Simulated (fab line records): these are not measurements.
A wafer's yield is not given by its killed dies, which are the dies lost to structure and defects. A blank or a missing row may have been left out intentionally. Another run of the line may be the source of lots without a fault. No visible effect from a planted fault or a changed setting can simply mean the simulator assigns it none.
Code-filled problem report in 8D (eight disciplines) form / flow gf180mcu / the parts of the form that need people (team, actions taken, sign-off) are left out

1. THE ISSUE
A mean of 576.6 W is read at GF_POLY_GATE_ETCH_12 for rfFwdPowerW, taken on 1 wafer of 1 lot, against 496.2 W (standard deviation 1.8) on wafers free of any fault. Measured from the usual mean, that is +45 standard deviations.
The step: etches BARC in N2/H2.
First seen on wafer L770.4, day 11 14:23, on rieDiel-01. The record has a number at this step for 39 wafers belonging to 13 lots. By rule, "out" or "out of limits" means more than 4 standard deviations away from the usual mean. All remaining wafers that have a number are taken as sound.

2. WHAT THIS IS AND IS NOT
question=which readings at this step | is=rfFwdPowerW | is not=drypumpMotorCurrentA, oesProductAu, throttleValvePct
question=which lots | is=L770 | is not=L766, L767, L768, L769, L772, L776, L779, L780, L781, L783, L784, L785
question=which wafers of those lots | is=L770.4 | is not=L770.1, L770.2
question=read on which tools | is=rieDiel-01 | is not=rieDiel-02, rieDiel-04
question=when | is=from day 11 14:23 | is not=up to then (14 sound wafers); but 24 sound wafers of L772, L776, L779, L780, L781, L783, L784, L785 came after

3. SUSPECTS, AND WHAT RULES EACH OUT
Counting: a tool at a process step up to the reading stays a suspect if it ran every lot that is out. Sound lots after the first of them don't rule it out here, since some wafers of a struck lot are sound.
- plasmaAsher-03 at GF_VT_IMPLANT_STRIP_42 (strips in O2/N2): kept. It processed L770, the lot that is out, at day 9 17:34, and its most recent sound lot before then was L768 at day 9 05:40.
- rieDiel-01 at GF_POLY_GATE_ETCH_12 (etches BARC in N2/H2): kept. It processed L770, the lot that is out, at day 11 14:23, and its most recent sound lot before then was L769 at day 11 00:41. Its own rfFwdPowerW readings are out on those wafers.
- Within rieDiel-01 at GF_POLY_GATE_ETCH_12: the wafers that are out ran in chamber 0; their sound lot-mates ran in chambers 2, 3.
After counting, plasmaAsher-03 at GF_VT_IMPLANT_STRIP_42 and rieDiel-01 at GF_POLY_GATE_ETCH_12 remain.

4. THE CAUSE (what the simulator had put in)
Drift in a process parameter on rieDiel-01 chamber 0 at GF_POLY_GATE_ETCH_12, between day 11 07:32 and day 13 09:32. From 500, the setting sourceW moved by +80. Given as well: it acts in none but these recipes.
2 suspects survive the count, and this tool is in that group.

5. THE CHAIN OF EFFECTS, in route order
Rows list readings where the struck wafers' mean (over those with a number) sits beyond 3 standard deviations from the usual. Only readings whose record carries a usual standard deviation are examined. hours: median over the lots of the time between each lot's start at the first step of this table that gives one and its start at this step. sigmas: the change, counted in usual standard deviations.
hours=0; step=GF_POLY_GATE_ETCH_12; reading=rfFwdPowerW; usual=496.2 W; on struck wafers=576.6; change=+80.4; sigmas=+45
Process steps it contains:
- GF_POLY_GATE_ETCH_12: etches BARC in N2/H2.

6. WHAT WOULD HAVE CAUGHT IT SOONER
The fault began at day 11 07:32; the first out-of-limits reading in this record came at day 11 14:23, 7 hours later.
